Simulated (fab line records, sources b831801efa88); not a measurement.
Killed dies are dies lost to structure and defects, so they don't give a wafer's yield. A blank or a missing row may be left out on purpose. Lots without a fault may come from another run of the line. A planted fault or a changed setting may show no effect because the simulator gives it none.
Chamber matching | flow sky130 | SKY_CONTACT_CMP_04 on cmp-02: 4 sister chambers
The step polishes SiO2. 18 wafers are shown with their chamber, then 8 later ones without.

WAFERS WITH THEIR CHAMBER
wafer  | chamber | motor_current_A (A) | slurry_flow_ml_min | head_pressure_psi (psi)
L663.1 | 0       | 12.6                | 150.1              | 4.014
L663.2 | 3       | 12.1                | 149.5              | 4.002
L663.3 | 1       | 12.3                | 149.9              | 3.989
L664.1 | 1       | 12.6                | 150.2              | 3.998
L664.3 | 0       | 12.8                | 150.2              | 3.999
L664.6 | 0       | 12.9                | 150.0              | 3.986
L666.1 | 2       | 11.3                | 150.1              | 4.002
L666.3 | 1       | 12.4                | 150.3              | 3.994
L666.6 | 2       | 11.1                | 150.5              | 4.007
L669.3 | 3       | 12.5                | 149.1              | 4.003
L669.5 | 2       | 11.2                | 149.8              | 4.007
L670.4 | 2       | 11.3                | 150.5              | 4.004
L670.6 | 1       | 12.1                | 150.0              | 4.010
L671.2 | 1       | 11.3                | 150.2              | 3.989
L671.3 | 2       | 11.5                | 150.6              | 4.016
L676.1 | 1       | 12.4                | 148.8              | 3.996
L676.2 | 0       | 12.7                | 150.1              | 4.007
L676.3 | 2       | 11.6                | 150.8              | 4.012

SIGNATURES (means of the wafers above)
reading            | chamber 0 | chamber 1 | chamber 2 | chamber 3 | scatter within a chamber
motor_current_A    | 12.750    | 12.183    | 11.333    | 12.300    | 0.313
slurry_flow_ml_min | 150.100   | 149.900   | 150.383   | 149.300   | 0.408
head_pressure_psi  | 4.00150   | 3.99600   | 4.00800   | 4.00250   | 0.00788
Rule: a wafer's distance from a chamber is the root of the sum, over the readings, of the square of ((its reading less the chamber's mean) divided by the reading's scatter). The wafer belongs to the nearest chamber; if the next one is less than 2 further off, it can't be placed. The scatter: the root of (the sum of the squares of (reading less its chamber's mean) over the shown wafers, divided by (wafers less chambers)).

WAFERS WITHOUT THEIR CHAMBER
wafer  | motor_current_A (A) | slurry_flow_ml_min | head_pressure_psi (psi)
L677.2 | 11.3                | 150.3              | 3.996
L677.5 | 11.6                | 149.8              | 3.993
L681.1 | 11.3                | 149.3              | 3.994
L681.4 | 12.5                | 149.1              | 3.998
L681.5 | 11.1                | 149.9              | 4.013
L682.1 | 11.3                | 150.4              | 4.007
L682.2 | 12.1                | 150.6              | 4.001
L682.4 | 11.6                | 150.3              | 4.011

WHICH CHAMBER EACH WENT THROUGH
wafer  | from the rows above               | in truth
L677.2 | can't be placed: 2 or 1           | 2
L677.5 | can't be placed: 1 or 2 or 3 or 0 | 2
L681.1 | can't be placed: 1 or 2 or 3 or 0 | 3
L681.4 | can't be placed: 3 or 1 or 0      | 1
L681.5 | 2                                 | 2
L682.1 | 2                                 | 2
L682.2 | can't be placed: 1 or 0 or 2 or 3 | 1
L682.4 | can't be placed: 2 or 1           | 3
Placed correctly: 2 of 8. Can't be placed from these rows: 6 (the true chamber is among the candidates in 5). Placed wrongly: 0.
